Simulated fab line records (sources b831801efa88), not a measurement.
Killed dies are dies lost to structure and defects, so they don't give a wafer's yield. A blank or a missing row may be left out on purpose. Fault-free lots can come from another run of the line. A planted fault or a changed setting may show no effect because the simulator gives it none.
fab line records / flow sky130
record: lots: 6 wafers: 18 last_day: 50
route steps=708 shown LDD_HVN@272 LDD_HVP@278 PAD_OPEN@708
lots untouched by any fault: they come from a run of this same line in which no faults occurred
start_h: hours from the record's first day to the start of the lot's first wafer shown / wait_h: hours elapsed since this lot's preceding step / " the same as in the row above / L1.1+2: a row that stands for several wafers / - no value present, or no start provided / * or withheld: withheld / < > ~ a bound
route shown NAME@n: NAME is a module with steps in the file, n the number in the route of the first one / usual: mean/standard deviation of fault-free wafers / same: alike in all rows / chamber/n: place in a boat / sites: the reading at each site / _std_site: standard deviation of those values / _edge_site: inner sites' mean taken away from outer sites' mean / radius_mm: for every site, how far away it sits from the centre of the wafer / mask NAME#n: copy n / behind: the most recent tool/chamber to have shaped the wafer / hold: why the lot was held/for how many hours/how that ended / device: whichever transistor did not switch (one of n, p or np) / end of line: the same wafers' tests at the end of the route / for a step that has no rows: nothing shown but its recipe / killed: at the first sort, the dies lost to defects and structure; wafer yield is something else / map: per-die view of a wafer (x killed, . not killed, _ where there is no die)
set.NAME: the setting that was run; set.NAME@STEP: the one run at that earlier step / model.NAME: the simulator's own value behind a step, which no gauge read
lots at selected steps of the route; one table per step, one row per wafer
services: the hour from which a tool's chamber was out of use, counted from the record's first day as start_h (under 0 if before that day), plus the number of hours and why
== steps ==
step: SKY_LDD_HVN_PEB_05
recipe: temp_c: withheld time_s: * resist: NOVOLAK
step: SKY_LDD_HVN_DEVELOP_06
recipe: resist: NOVOLAK developer: TMAH develop_time_s: 60 dev_temp_c: 23
step: SKY_LDD_HVN_OVL_MEAS_07
usual: LDD_HVN_OVL: -1.5/1.4
lot.wafer=L131.3 tool=overlay-01 chamber=- start_h=528.67 wait_h=0.1 LDD_HVN_OVL[nm]=-0.9
lot.wafer=L131.4 tool=overlay-01 chamber=- start_h=528.67 wait_h=0.1 LDD_HVN_OVL[nm]=-0.3
lot.wafer=L131.5 tool=overlay-01 chamber=- start_h=528.67 wait_h=0.1 LDD_HVN_OVL[nm]=-0.6
lot.wafer=L134.1 tool=overlay-02 chamber=- start_h=551.76 wait_h=0.1 LDD_HVN_OVL[nm]=-0.2
lot.wafer=L134.5 tool=overlay-02 chamber=- start_h=551.76 wait_h=0.1 LDD_HVN_OVL[nm]=-0.7
lot.wafer=L134.6 tool=overlay-02 chamber=- start_h=551.76 wait_h=0.1 LDD_HVN_OVL[nm]=-2.2
lot.wafer=L143.1 tool=overlay-02 chamber=- start_h=620.51 wait_h=0.1 LDD_HVN_OVL[nm]=-1.6
lot.wafer=L143.5 tool=overlay-02 chamber=- start_h=620.51 wait_h=0.1 LDD_HVN_OVL[nm]=-2.5
lot.wafer=L143.6 tool=overlay-02 chamber=- start_h=620.51 wait_h=0.1 LDD_HVN_OVL[nm]=-4.1
lot.wafer=L145.2 tool=overlay-01 chamber=- start_h=637.91 wait_h=0.1 LDD_HVN_OVL[nm]=-1.0
lot.wafer=L145.3 tool=overlay-01 chamber=- start_h=637.91 wait_h=0.1 LDD_HVN_OVL[nm]=-0.3
lot.wafer=L145.6 tool=overlay-01 chamber=- start_h=637.91 wait_h=0.1 LDD_HVN_OVL[nm]=-0.6
lot.wafer=L146.1 tool=overlay-01 chamber=- start_h=640.62 wait_h=0.1 LDD_HVN_OVL[nm]=0.7
lot.wafer=L146.4 tool=overlay-01 chamber=- start_h=640.62 wait_h=0.1 LDD_HVN_OVL[nm]=1.1
lot.wafer=L146.5 tool=overlay-01 chamber=- start_h=640.62 wait_h=0.1 LDD_HVN_OVL[nm]=-2.2
lot.wafer=L147.1 tool=overlay-02 chamber=- start_h=656.92 wait_h=0.1 LDD_HVN_OVL[nm]=-0.7
lot.wafer=L147.3 tool=overlay-02 chamber=- start_h=656.92 wait_h=0.1 LDD_HVN_OVL[nm]=-0.1
lot.wafer=L147.5 tool=overlay-02 chamber=- start_h=656.92 wait_h=0.1 LDD_HVN_OVL[nm]=1.0
step: SKY_LDD_HVN_IMPLANT_08
recipe: species: P energy_kev: 60 dose_cm2: 3e+13 tilt_deg: 40
step: SKY_LDD_HVN_STRIP_09
recipe: chemistry: O2/N2 power_w: 1400 pressure_mtorr: 1500 platen_temp_c: withheld o2_flow_sccm: 3000 n2_flow_sccm: 300 overash_fraction: 0.5
usual: drypump_motor_current_A: 6.0/0.42 oes_product_au: 0.409/0.0044 strip_time_to_endpoint_s: 4.144/0.014
lot.wafer=L131.3 tool=plasma_asher-04 chamber=1 start_h=528.88 wait_h=0.1 drypump_motor_current_A=5.8 oes_product_au=0.403 rf_hours_counter_h=- strip_time_to_endpoint_s=4.133
lot.wafer=L131.4 tool=plasma_asher-04 chamber=0 start_h=528.88 wait_h=0.1 drypump_motor_current_A=6.4 oes_product_au=0.408 rf_hours_counter_h=- strip_time_to_endpoint_s=4.146
lot.wafer=L131.5 tool=plasma_asher-04 chamber=0 start_h=528.88 wait_h=0.1 drypump_motor_current_A=6.4 oes_product_au=0.404 rf_hours_counter_h=- strip_time_to_endpoint_s=4.152
lot.wafer=L134.1 tool=plasma_asher-04 chamber=1 start_h=551.94 wait_h=0.1 drypump_motor_current_A=5.8 oes_product_au=0.407 rf_hours_counter_h=73 strip_time_to_endpoint_s=4.139
lot.wafer=L134.5 tool=plasma_asher-04 chamber=1 start_h=551.94 wait_h=0.1 drypump_motor_current_A=5.8 oes_product_au=0.409 rf_hours_counter_h=- strip_time_to_endpoint_s=4.125
lot.wafer=L134.6 tool=plasma_asher-04 chamber=0 start_h=551.94 wait_h=0.1 drypump_motor_current_A=6.4 oes_product_au=0.410 rf_hours_counter_h=- strip_time_to_endpoint_s=4.132
lot.wafer=L143.1 tool=plasma_asher-01 chamber=1 start_h=620.69 wait_h=0.1 drypump_motor_current_A=6.4 oes_product_au=0.411 rf_hours_counter_h=19 strip_time_to_endpoint_s=4.132
lot.wafer=L143.5 tool=plasma_asher-01 chamber=0 start_h=620.69 wait_h=0.1 drypump_motor_current_A=6.7 oes_product_au=0.407 rf_hours_counter_h=- strip_time_to_endpoint_s=4.114
lot.wafer=L143.6 tool=plasma_asher-01 chamber=1 start_h=620.69 wait_h=0.1 drypump_motor_current_A=6.4 oes_product_au=0.410 rf_hours_counter_h=- strip_time_to_endpoint_s=4.132
lot.wafer=L145.2 tool=plasma_asher-04 chamber=0 start_h=638.09 wait_h=0.1 drypump_motor_current_A=6.4 oes_product_au=0.417 rf_hours_counter_h=82 strip_time_to_endpoint_s=4.144
lot.wafer=L145.3 tool=plasma_asher-04 chamber=0 start_h=638.09 wait_h=0.1 drypump_motor_current_A=6.4 oes_product_au=0.401 rf_hours_counter_h=- strip_time_to_endpoint_s=4.137
lot.wafer=L145.6 tool=plasma_asher-04 chamber=1 start_h=638.09 wait_h=0.1 drypump_motor_current_A=5.8 oes_product_au=0.405 rf_hours_counter_h=- strip_time_to_endpoint_s=4.167
lot.wafer=L146.1 tool=plasma_asher-01 chamber=1 start_h=640.80 wait_h=0.1 drypump_motor_current_A=6.4 oes_product_au=0.420 rf_hours_counter_h=21 strip_time_to_endpoint_s=4.171
lot.wafer=L146.4 tool=plasma_asher-01 chamber=0 start_h=640.80 wait_h=0.1 drypump_motor_current_A=6.7 oes_product_au=0.413 rf_hours_counter_h=- strip_time_to_endpoint_s=4.165
lot.wafer=L146.5 tool=plasma_asher-01 chamber=0 start_h=640.80 wait_h=0.1 drypump_motor_current_A=6.7 oes_product_au=0.407 rf_hours_counter_h=- strip_time_to_endpoint_s=4.167
lot.wafer=L147.1 tool=plasma_asher-02 chamber=1 start_h=657.10 wait_h=0.1 drypump_motor_current_A=5.4 oes_product_au=0.406 rf_hours_counter_h=47 strip_time_to_endpoint_s=4.144
lot.wafer=L147.3 tool=plasma_asher-02 chamber=1 start_h=657.10 wait_h=0.1 drypump_motor_current_A=5.4 oes_product_au=0.407 rf_hours_counter_h=- strip_time_to_endpoint_s=4.153
lot.wafer=L147.5 tool=plasma_asher-02 chamber=0 start_h=657.10 wait_h=0.1 drypump_motor_current_A=6.0 oes_product_au=0.404 rf_hours_counter_h=- strip_time_to_endpoint_s=4.109
step: SKY_LDD_HVN_TW_MEAS_10
usual: LDD_HVN_TW: 1447/10
lot.wafer=L131.3 tool=film_metro-01 chamber=- start_h=528.96 wait_h=0.1 LDD_HVN_TW=1438
lot.wafer=L131.4 tool=film_metro-01 chamber=- start_h=528.96 wait_h=0.1 LDD_HVN_TW=1427
lot.wafer=L131.5 tool=film_metro-01 chamber=- start_h=528.96 wait_h=0.1 LDD_HVN_TW=1431
lot.wafer=L134.1 tool=film_metro-04 chamber=- start_h=552.04 wait_h=0.1 LDD_HVN_TW=1458
lot.wafer=L134.5 tool=film_metro-04 chamber=- start_h=552.04 wait_h=0.1 LDD_HVN_TW=1454
lot.wafer=L134.6 tool=film_metro-04 chamber=- start_h=552.04 wait_h=0.1 LDD_HVN_TW=1454
lot.wafer=L143.1 tool=film_metro-01 chamber=- start_h=620.79 wait_h=0.1 LDD_HVN_TW=1425
lot.wafer=L143.5 tool=film_metro-01 chamber=- start_h=620.79 wait_h=0.1 LDD_HVN_TW=1425
lot.wafer=L143.6 tool=film_metro-01 chamber=- start_h=620.79 wait_h=0.1 LDD_HVN_TW=1434
lot.wafer=L145.2 tool=film_metro-04 chamber=- start_h=638.20 wait_h=0.1 LDD_HVN_TW=1450
lot.wafer=L145.3 tool=film_metro-04 chamber=- start_h=638.20 wait_h=0.1 LDD_HVN_TW=1445
lot.wafer=L145.6 tool=film_metro-04 chamber=- start_h=638.20 wait_h=0.1 LDD_HVN_TW=1451
lot.wafer=L146.1 tool=film_metro-04 chamber=- start_h=640.90 wait_h=0.1 LDD_HVN_TW=1450
lot.wafer=L146.4 tool=film_metro-04 chamber=- start_h=640.90 wait_h=0.1 LDD_HVN_TW=1441
lot.wafer=L146.5 tool=film_metro-04 chamber=- start_h=640.90 wait_h=0.1 LDD_HVN_TW=1442
lot.wafer=L147.1 tool=film_metro-04 chamber=- start_h=657.20 wait_h=0.1 LDD_HVN_TW=1450
lot.wafer=L147.3 tool=film_metro-04 chamber=- start_h=657.20 wait_h=0.1 LDD_HVN_TW=1460
lot.wafer=L147.5 tool=film_metro-04 chamber=- start_h=657.20 wait_h=0.1 LDD_HVN_TW=1461
step: SKY_LDD_HVP_DEHYDRATE_00
recipe: temp_c: 200 time_s: 60
step: SKY_LDD_HVP_HMDS_01
recipe: prime_time_s: 60 prime_temp_c: 120
step: SKY_LDD_HVP_COAT_02
recipe: resist: NOVOLAK spin_rpm: 3000 resist_thk_nm: 300
step: SKY_LDD_HVP_SOFTBAKE_03
recipe: temp_c: 90 time_s: 60 resist: NOVOLAK
step: SKY_LDD_HVP_EXPOSE_04
recipe: mask_id: HVPTM na: 0.6 source_shape: conventional sigma_outer: 0.6 polarization: unpolarized target_cd_nm: 700 dose_mj: 86
step: SKY_LDD_HVP_PEB_05
recipe: temp_c: withheld time_s: * resist: NOVOLAK
step: SKY_LDD_HVP_DEVELOP_06
recipe: resist: NOVOLAK developer: TMAH develop_time_s: 57.28 dev_temp_c: 23
usual: developer_temp_C: 23.00/0.12
lot.wafer=L131.3 tool=litho_track-01 chamber=0 start_h=558.30 wait_h=0.1 developer_temp_C=23.02 model.LDD_HVP.cd_nm=695.7
lot.wafer=L131.4 tool=litho_track-01 chamber=0 start_h=558.30 wait_h=0.1 developer_temp_C=22.86 model.LDD_HVP.cd_nm=697.2
lot.wafer=L131.5 tool=litho_track-01 chamber=0 start_h=558.30 wait_h=0.1 developer_temp_C=22.98 model.LDD_HVP.cd_nm=697.3
lot.wafer=L134.1 tool=litho_track-02 chamber=0 start_h=582.02 wait_h=0.1 developer_temp_C=23.13 model.LDD_HVP.cd_nm=701.2
lot.wafer=L134.5 tool=litho_track-02 chamber=0 start_h=582.02 wait_h=0.1 developer_temp_C=23.06 model.LDD_HVP.cd_nm=699.1
lot.wafer=L134.6 tool=litho_track-02 chamber=0 start_h=582.02 wait_h=0.1 developer_temp_C=22.90 model.LDD_HVP.cd_nm=699.6
lot.wafer=L143.1 tool=litho_track-02 chamber=0 start_h=649.57 wait_h=0.1 developer_temp_C=22.09 model.LDD_HVP.cd_nm=701
lot.wafer=L143.5 tool=litho_track-02 chamber=0 start_h=649.57 wait_h=0.1 developer_temp_C=22.12 model.LDD_HVP.cd_nm=700.7
lot.wafer=L143.6 tool=litho_track-02 chamber=0 start_h=649.57 wait_h=0.1 developer_temp_C=22.04 model.LDD_HVP.cd_nm=700.2
lot.wafer=L145.2 tool=litho_track-02 chamber=0 start_h=666.64 wait_h=0.1 developer_temp_C=22.04 model.LDD_HVP.cd_nm=699.3
lot.wafer=L145.3 tool=litho_track-02 chamber=0 start_h=666.64 wait_h=0.1 developer_temp_C=22.00 model.LDD_HVP.cd_nm=702.9
lot.wafer=L145.6 tool=litho_track-02 chamber=0 start_h=666.64 wait_h=0.1 developer_temp_C=22.01 model.LDD_HVP.cd_nm=700.5
lot.wafer=L146.1 tool=litho_track-01 chamber=0 start_h=669.40 wait_h=0.1 developer_temp_C=23.30 model.LDD_HVP.cd_nm=696.8
lot.wafer=L146.4 tool=litho_track-01 chamber=0 start_h=669.40 wait_h=0.1 developer_temp_C=23.12 model.LDD_HVP.cd_nm=699.6
lot.wafer=L146.5 tool=litho_track-01 chamber=0 start_h=669.40 wait_h=0.1 developer_temp_C=23.36 model.LDD_HVP.cd_nm=697.1
lot.wafer=L147.1 tool=litho_track-01 chamber=0 start_h=685.65 wait_h=0.1 developer_temp_C=22.73 model.LDD_HVP.cd_nm=693.9
lot.wafer=L147.3 tool=litho_track-01 chamber=0 start_h=685.65 wait_h=0.1 developer_temp_C=22.77 model.LDD_HVP.cd_nm=695.2
lot.wafer=L147.5 tool=litho_track-01 chamber=0 start_h=685.65 wait_h=0.1 developer_temp_C=22.94 model.LDD_HVP.cd_nm=695.3
step: SKY_LDD_HVP_OVL_MEAS_07
usual: LDD_HVP_OVL: -0.1/1.4
lot.wafer=L131.3 tool=overlay-01 chamber=- start_h=558.41 wait_h=0.1 LDD_HVP_OVL[nm]=-1.0
lot.wafer=L131.4 tool=overlay-01 chamber=- start_h=558.41 wait_h=0.1 LDD_HVP_OVL[nm]=0.8
lot.wafer=L131.5 tool=overlay-01 chamber=- start_h=558.41 wait_h=0.1 LDD_HVP_OVL[nm]=0.3
lot.wafer=L134.1 tool=overlay-01 chamber=- start_h=582.17 wait_h=0.1 LDD_HVP_OVL[nm]=0.6
lot.wafer=L134.5 tool=overlay-01 chamber=- start_h=582.17 wait_h=0.1 LDD_HVP_OVL[nm]=-1.5
lot.wafer=L134.6 tool=overlay-01 chamber=- start_h=582.17 wait_h=0.1 LDD_HVP_OVL[nm]=-1.5
lot.wafer=L143.1 tool=overlay-02 chamber=- start_h=649.72 wait_h=0.1 LDD_HVP_OVL[nm]=-0.3
lot.wafer=L143.5 tool=overlay-02 chamber=- start_h=649.72 wait_h=0.1 LDD_HVP_OVL[nm]=0.6
lot.wafer=L143.6 tool=overlay-02 chamber=- start_h=649.72 wait_h=0.1 LDD_HVP_OVL[nm]=0.4
lot.wafer=L145.2 tool=overlay-02 chamber=- start_h=666.77 wait_h=0.1 LDD_HVP_OVL[nm]=-1.2
lot.wafer=L145.3 tool=overlay-02 chamber=- start_h=666.77 wait_h=0.1 LDD_HVP_OVL[nm]=-0.8
lot.wafer=L145.6 tool=overlay-02 chamber=- start_h=666.77 wait_h=0.1 LDD_HVP_OVL[nm]=-2.4
lot.wafer=L146.1 tool=overlay-02 chamber=- start_h=669.55 wait_h=0.1 LDD_HVP_OVL[nm]=-0.1
lot.wafer=L146.4 tool=overlay-02 chamber=- start_h=669.55 wait_h=0.1 LDD_HVP_OVL[nm]=0.2
lot.wafer=L146.5 tool=overlay-02 chamber=- start_h=669.55 wait_h=0.1 LDD_HVP_OVL[nm]=0.0
lot.wafer=L147.1 tool=overlay-01 chamber=- start_h=685.80 wait_h=0.1 LDD_HVP_OVL[nm]=-0.3
lot.wafer=L147.3 tool=overlay-01 chamber=- start_h=685.80 wait_h=0.1 LDD_HVP_OVL[nm]=0.4
lot.wafer=L147.5 tool=overlay-01 chamber=- start_h=685.80 wait_h=0.1 LDD_HVP_OVL[nm]=-1.4
step: SKY_PAD_OPEN_PROBE_99
usual: killed_at_M0_to_M3: 44/6.8 killed_at_M4_up: 2.9/1.7 killed_at_contacts: 24/5.2 killed_at_front_end: 15/4 killed_at_other: 0.2/0.44 killed_dies: 86/9.9 killed_open: 47/7.9 killed_short: 39/6.3
same: gross_dies: 492 killed_at_back_side: 0
lot.wafer=L131.3 tool=prober-01 chamber=- start_h=1119.83 wait_h=0.2 killed_at_M0_to_M3=38 killed_at_M4_up=1 killed_at_contacts=24 killed_at_front_end=14 killed_at_other=0 killed_dies=77 killed_open=47 killed_short=30
lot.wafer=L131.4 tool=prober-01 chamber=- start_h=1119.88 wait_h=0.2 killed_at_M0_to_M3=45 killed_at_M4_up=1 killed_at_contacts=25 killed_at_front_end=11 killed_at_other=0 killed_dies=82 killed_open=44 killed_short=38
lot.wafer=L131.5 tool=prober-01 chamber=- start_h=1119.93 wait_h=0.2 killed_at_M0_to_M3=45 killed_at_M4_up=3 killed_at_contacts=26 killed_at_front_end=12 killed_at_other=0 killed_dies=86 killed_open=50 killed_short=35
lot.wafer=L134.1 tool=prober-02 chamber=- start_h=1138.79 wait_h=0.1 killed_at_M0_to_M3=46 killed_at_M4_up=4 killed_at_contacts=28 killed_at_front_end=17 killed_at_other=0 killed_dies=95 killed_open=52 killed_short=43
lot.wafer=L134.5 tool=prober-02 chamber=- start_h=1138.99 wait_h=0.2 killed_at_M0_to_M3=45 killed_at_M4_up=4 killed_at_contacts=33 killed_at_front_end=18 killed_at_other=0 killed_dies=100 killed_open=46 killed_short=53
lot.wafer=L134.6 tool=prober-02 chamber=- start_h=1139.04 wait_h=0.2 killed_at_M0_to_M3=44 killed_at_M4_up=0 killed_at_contacts=21 killed_at_front_end=19 killed_at_other=0 killed_dies=84 killed_open=44 killed_short=40
lot.wafer=L143.1 tool=prober-01 chamber=- start_h=1178.43 wait_h=0.1 killed_at_M0_to_M3=52 killed_at_M4_up=2 killed_at_contacts=25 killed_at_front_end=15 killed_at_other=1 killed_dies=95 killed_open=48 killed_short=46
lot.wafer=L143.5 tool=prober-01 chamber=- start_h=1178.63 wait_h=0.2 killed_at_M0_to_M3=43 killed_at_M4_up=0 killed_at_contacts=22 killed_at_front_end=15 killed_at_other=0 killed_dies=80 killed_open=37 killed_short=43
lot.wafer=L143.6 tool=prober-01 chamber=- start_h=1178.68 wait_h=0.2 killed_at_M0_to_M3=33 killed_at_M4_up=5 killed_at_contacts=21 killed_at_front_end=10 killed_at_other=0 killed_dies=69 killed_open=41 killed_short=28
lot.wafer=L145.2 tool=prober-01 chamber=- start_h=1190.35 wait_h=0.1 killed_at_M0_to_M3=51 killed_at_M4_up=1 killed_at_contacts=19 killed_at_front_end=20 killed_at_other=0 killed_dies=91 killed_open=50 killed_short=41
lot.wafer=L145.3 tool=prober-01 chamber=- start_h=1190.40 wait_h=0.2 killed_at_M0_to_M3=41 killed_at_M4_up=3 killed_at_contacts=22 killed_at_front_end=15 killed_at_other=0 killed_dies=81 killed_open=43 killed_short=38
lot.wafer=L145.6 tool=prober-01 chamber=- start_h=1190.55 wait_h=0.2 killed_at_M0_to_M3=46 killed_at_M4_up=2 killed_at_contacts=25 killed_at_front_end=22 killed_at_other=1 killed_dies=96 killed_open=49 killed_short=47
lot.wafer=L146.1 tool=prober-02 chamber=- start_h=1192.84 wait_h=0.1 killed_at_M0_to_M3=37 killed_at_M4_up=4 killed_at_contacts=33 killed_at_front_end=18 killed_at_other=0 killed_dies=92 killed_open=54 killed_short=38
lot.wafer=L146.4 tool=prober-02 chamber=- start_h=1192.99 wait_h=0.2 killed_at_M0_to_M3=49 killed_at_M4_up=1 killed_at_contacts=18 killed_at_front_end=19 killed_at_other=0 killed_dies=87 killed_open=47 killed_short=40
lot.wafer=L146.5 tool=prober-02 chamber=- start_h=1193.04 wait_h=0.2 killed_at_M0_to_M3=40 killed_at_M4_up=3 killed_at_contacts=23 killed_at_front_end=14 killed_at_other=0 killed_dies=80 killed_open=42 killed_short=38
lot.wafer=L147.1 tool=prober-01 chamber=- start_h=1198.24 wait_h=0.1 killed_at_M0_to_M3=55 killed_at_M4_up=4 killed_at_contacts=27 killed_at_front_end=10 killed_at_other=0 killed_dies=96 killed_open=59 killed_short=37
lot.wafer=L147.3 tool=prober-01 chamber=- start_h=1198.34 wait_h=0.2 killed_at_M0_to_M3=37 killed_at_M4_up=3 killed_at_contacts=24 killed_at_front_end=17 killed_at_other=0 killed_dies=81 killed_open=47 killed_short=34
lot.wafer=L147.5 tool=prober-01 chamber=- start_h=1198.44 wait_h=0.2 killed_at_M0_to_M3=50 killed_at_M4_up=4 killed_at_contacts=22 killed_at_front_end=15 killed_at_other=0 killed_dies=91 killed_open=57 killed_short=34
killed by level:class
L131.3 VIA1:geometric_particle:open=13 CONTACT:geometric_particle:open=12 FIELD_ISO:geometric_particle:open=8 METAL1:geometric_particle:short=7 FIELD_ISO:geometric_particle:short=4 LI_CONTACT:geometric_particle:open=4 CONTACT:geometric_particle:short=4 VIA1:geometric_particle:short=3
L131.4 VIA1:geometric_particle:open=10 LI_CONTACT:geometric_particle:open=8 CONTACT:geometric_particle:open=8 METAL1:geometric_particle:short=5 VIA1:geometric_particle:short=5 METAL2:geometric_particle:short=5 VIA2:geometric_particle:open=5 METAL3:geometric_particle:short=4
L131.5 VIA1:geometric_particle:open=13 CONTACT:geometric_particle:open=11 VIA3:geometric_particle:open=9 LI_CONTACT:geometric_particle:open=6 METAL1:geometric_particle:short=5 VIA1:geometric_particle:short=5 FIELD_ISO:geometric_particle:open=4 METAL2:geometric_particle:short=4
L134.1 VIA1:geometric_particle:open=13 VIA3:geometric_particle:open=11 CONTACT:geometric_particle:open=10 VIA1:geometric_particle:short=10 LOCAL_INTERCONNECT:geometric_particle:short=8 FIELD_ISO:geometric_particle:open=5 FIELD_ISO:geometric_particle:short=4 LI_CONTACT:geometric_particle:open=4
L134.5 VIA1:geometric_particle:open=16 LOCAL_INTERCONNECT:geometric_particle:short=9 LI_CONTACT:geometric_particle:short=8 LI_CONTACT:geometric_particle:open=7 VIA2:geometric_particle:open=7 VIA1:geometric_particle:short=6 CONTACT:geometric_particle:open=5 METAL1:geometric_particle:short=5
L134.6 CONTACT:geometric_particle:open=9 VIA1:geometric_particle:open=9 METAL1:geometric_particle:short=7 POLY_GATE:geometric_particle:open=5 POLY_GATE:geometric_particle:short=5 LOCAL_INTERCONNECT:geometric_particle:short=5 LI_CONTACT:geometric_particle:open=5 METAL2:geometric_particle:short=5
L143.1 METAL2:geometric_particle:short=9 FIELD_ISO:geometric_particle:open=8 VIA1:geometric_particle:open=8 VIA1:geometric_particle:short=8 CONTACT:geometric_particle:open=7 CONTACT:geometric_particle:short=6 VIA2:geometric_particle:open=6 LI_CONTACT:geometric_particle:open=5
L143.5 VIA1:geometric_particle:open=11 VIA1:geometric_particle:short=7 METAL2:geometric_particle:short=6 VIA3:geometric_particle:open=6 FIELD_ISO:geometric_particle:short=5 CONTACT:geometric_particle:short=5 CONTACT:geometric_particle:open=5 METAL3:geometric_particle:short=5
L143.6 VIA1:geometric_particle:open=10 CONTACT:geometric_particle:open=7 LI_CONTACT:geometric_particle:open=5 FIELD_ISO:geometric_particle:open=4 METAL1:geometric_particle:short=4 CONTACT:geometric_particle:short=4 LOCAL_INTERCONNECT:geometric_particle:short=3 VIA1:geometric_particle:short=3
L145.2 VIA1:geometric_particle:open=13 FIELD_ISO:geometric_particle:open=8 VIA2:geometric_particle:open=8 LI_CONTACT:geometric_particle:open=7 VIA3:geometric_particle:short=7 CONTACT:geometric_particle:open=7 POLY_GATE:geometric_particle:short=6 VIA1:geometric_particle:short=5
L145.3 VIA3:geometric_particle:open=10 LI_CONTACT:geometric_particle:open=8 VIA3:geometric_particle:short=7 VIA1:geometric_particle:open=6 POLY_GATE:geometric_particle:short=5 POLY_GATE:geometric_particle:open=5 CONTACT:geometric_particle:open=5 VIA1:geometric_particle:short=5
L145.6 CONTACT:geometric_particle:open=10 VIA3:geometric_particle:open=9 POLY_GATE:geometric_particle:open=7 VIA2:geometric_particle:short=7 FIELD_ISO:geometric_particle:short=6 METAL1:geometric_particle:short=6 VIA1:geometric_particle:open=6 VIA2:geometric_particle:open=6
L146.1 CONTACT:geometric_particle:open=12 VIA3:geometric_particle:open=9 VIA1:geometric_particle:open=8 VIA2:geometric_particle:open=7 LI_CONTACT:geometric_particle:open=7 FIELD_ISO:geometric_particle:short=6 FIELD_ISO:geometric_particle:open=6 CONTACT:geometric_particle:short=6
L146.4 VIA1:geometric_particle:open=11 VIA2:geometric_particle:open=9 METAL1:geometric_particle:short=8 CONTACT:geometric_particle:open=7 VIA3:geometric_particle:open=7 POLY_GATE:geometric_particle:short=6 FIELD_ISO:geometric_particle:open=4 FIELD_ISO:geometric_particle:short=4
L146.5 CONTACT:geometric_particle:open=12 VIA2:geometric_particle:open=8 METAL1:geometric_particle:short=7 VIA1:geometric_particle:open=6 CONTACT:geometric_particle:short=6 POLY_GATE:geometric_particle:short=5 VIA3:geometric_particle:open=5 POLY_GATE:geometric_particle:open=4
L147.1 VIA1:geometric_particle:open=15 VIA3:geometric_particle:open=10 LI_CONTACT:geometric_particle:open=9 VIA2:geometric_particle:open=8 CONTACT:geometric_particle:open=6 CONTACT:geometric_particle:short=6 METAL1:geometric_particle:short=6 FIELD_ISO:geometric_particle:open=5
L147.3 VIA2:geometric_particle:open=10 LI_CONTACT:geometric_particle:open=8 POLY_GATE:geometric_particle:open=6 VIA1:geometric_particle:open=6 FIELD_ISO:geometric_particle:short=5 CONTACT:geometric_particle:open=5 CONTACT:geometric_particle:short=5 VIA3:geometric_particle:open=5
L147.5 VIA1:geometric_particle:open=14 CONTACT:geometric_particle:open=10 POLY_GATE:geometric_particle:open=8 VIA3:geometric_particle:open=7 LI_CONTACT:geometric_particle:open=6 VIA1:geometric_particle:short=6 VIA2:geometric_particle:open=6 METAL2:geometric_particle:short=4
== services ==
tool=plasma_asher-02 chamber=- start_h=529.83 hours=2.2 kind=repair
tool=plasma_asher-04 chamber=- start_h=553.02 hours=4.3 kind=pm
tool=plasma_asher-02 chamber=- start_h=626.74 hours=6.2 kind=repair
tool=plasma_asher-02 chamber=- start_h=646.68 hours=10.2 kind=repair
== key ==
first_sign: step: SKY_LDD_HVP_DEVELOP_06 reading: developer_temp_C direction: down sigmas: 8.2 usual: * struck: *
effect none on later readings
model_effect: step: SKY_LDD_HVP_DEVELOP_06 value: LDD_HVP.cd_nm without: 694.5 struck: 700.8
met_at SKY_LDD_HVP_DEVELOP_06
struck_wafers L143.1,L143.5,L143.6,L145.2,L145.3,L145.6
tester_left_out L143,L145
onset_between 582.02 649.57
fault: kind: process_parameter_drift tool: litho_track-02 chamber: - onset_h: 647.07 steps: SKY_LDD_HVP_DEVELOP_06 channel: dev_temp_c offset: * shape: step end_h: 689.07 acts_in: * stated: *
tester_left_out: of these lots the tester's yield and bins aren't shown, on N5 and GAA mostly nor the transistor test; their killed dies are dies lost to structure and defects alone, not to doping, threshold or leakage, so they don't give the yield
